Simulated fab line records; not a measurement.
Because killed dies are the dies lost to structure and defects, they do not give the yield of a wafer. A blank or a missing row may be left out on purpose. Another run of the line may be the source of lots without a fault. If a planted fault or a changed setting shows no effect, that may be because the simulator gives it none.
A lot that was struck, set against a sound lot | flow sky130 | 14 steps out of a route of 708
Sound: wafers L978.2, L978.3, L978.5. Wafers L984.2, L984.3, L984.5 were the ones struck. The cause comes at the end.
For every step that has rows: the tool of each side, followed by ch and its chambers, followed by its first start. Under that, the readings that differ: sound wafers | struck wafers | difference of the means | sigmas: that difference in standard deviations of wafers without a fault.
alike: same words and numbers on both sides, and readings whose means sit less than 2 such deviations apart. not compared: any withheld reading, any reading some wafer has no value for, any bound like >300 that may hide the same value, and any number with overlapping values for which the record gives no deviation.
The two part at a step that has a row with sigmas, a row that says differs or no value, or rows on one side only. Numbers that don't overlap but have no deviation are shown without sigmas and don't part them. Lack of a reading on every wafer of one side parts them only where that side has two or more wafers.

SKY_NWELL_RS_MEAS_29: the measuring method here is four-point-probe.
  struck on filmMetro-03, day 9 04:45; sound on filmMetro-03, day 7 14:53
  alike: NWELL_RS
SKY_NWELL_RS_MEAS_31: the measuring method here is four-point-probe.
  struck on filmMetro-03, day 9 04:59; sound on filmMetro-03, day 7 15:08
  alike: PWDE_RS
then, 7 steps without rows for these wafers: SKY_VT_ADJUST_HVTP_DEHYDRATE_00 (time 60 s); SKY_VT_ADJUST_HVTP_HMDS_01 (prime time 60 s); SKY_VT_ADJUST_HVTP_COAT_02 (resist thk 1140 nm); SKY_VT_ADJUST_HVTP_SOFTBAKE_03 (time 60 s); SKY_VT_ADJUST_HVTP_EXPOSE_04 (exposes mask HVTPM, target cd 380 nm); SKY_VT_ADJUST_HVTP_PEB_05; SKY_VT_ADJUST_HVTP_DEVELOP_06 (develop time 60 s).
SKY_VT_ADJUST_HVTP_CD_MEAS_07: target cd 380 nm.
  struck on cdSem-02, day 10 02:05; sound on cdSem-01, day 8 11:08
  alike: cdNm
SKY_VT_ADJUST_HVTP_OVL_MEAS_08:
  struck on overlay-02, day 10 02:11; sound on overlay-02, day 8 11:14
  alike: VT_ADJUST_HVTP_OVL
SKY_VT_ADJUST_HVTP_IMPLANT_09:
  sound on implanter-04 ch 0, day 8 11:17; struck on implanter-04 ch 0, day 10 02:14
reading                  | sound                | struck               | difference | sigmas
beamEnergyKeV            | 150.05 150.07 150.00 | 161.49 161.52 161.55 | +11.48     | +99 or more
model.implant.rpNm (nm)  | 82.07 82.07 82.07    | 90.74 90.74 90.74    | +8.67      | 
model.implant.drpNm (nm) | 33.4 33.4 33.4       | 35.51 35.51 35.51    | +2.11      | 
  alike: faradayCurrentUA
SKY_VT_ADJUST_HVTP_STRIP_10: strips in O2/N2.
  sound on plasmaAsher-01 ch 0, day 8 11:25; struck on plasmaAsher-01 ch 1, day 10 02:22
  alike: drypumpMotorCurrentA, oesProductAu, stripTimeToEndpointS
  not compared: rfHoursCounterH
-- the record jumps here: 40 days lie between the struck wafers' starts before and after (it left off in module VT_ADJUST_HVTP and takes up again in module PAD_OPEN, whose first step shown is number 708 of the route) --
SKY_PAD_OPEN_PROBE_99:
  struck on prober-01, day 49 16:26; sound on prober-01, day 48 16:02
reading                               | sound                | struck               | difference | sigmas
model.etest.tipP.rsOhmSq              | 6916 6980 6908       | 6594 6488 6583       | -380       | 
model.etest.pfet_01v8.rOnOhmUm        | 3033 2962 2986       | 2648 2648 2649       | -345       | 
model.etest.pfet_01v8.driveUaUm       | 178.9 186.7 185      | 218.4 218.5 216.8    | +34.4      | 
model.etest.pfet_01v8_mvt.driveUaUm   | 146 148.7 146.8      | 170 172.1 171.1      | +24        | 
model.etest.pfet_01v8_hvt.driveUaUm   | 132.9 137.1 138.4    | 163.7 162.7 163.3    | +27.1      | 
model.etest.pfet_01v8_mvt.offLog10AUm | -10.96 -10.99 -10.96 | -9.302 -9.105 -9.271 | +1.744     | 
model.etest.pfet_01v8.offLog10AUm     | -10.3 -10.17 -10.23  | -8.341 -8.492 -8.562 | +1.768     | 
model.etest.sramPfetLatch.offLog10AUm | -13.15 -13.04 -13.07 | -11.99 -11.86 -11.99 | +1.14      | 
  alike: killed_at_M0_to_M3, killed_at_M4_up, killedAtContacts, killedAtFrontEnd, killedAtOther, killedDies, killedOpen, killedShort

== WHERE THEY PART ==
Within this record, at SKY_VT_ADJUST_HVTP_IMPLANT_09 only. Later steps at which nothing parts them and some readings are alike: SKY_VT_ADJUST_HVTP_STRIP_10, SKY_PAD_OPEN_PROBE_99.

WHY: what the simulator had put in
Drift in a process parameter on implanter-04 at SKY_VT_ADJUST_HVTP_IMPLANT_09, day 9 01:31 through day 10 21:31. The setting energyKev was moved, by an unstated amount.
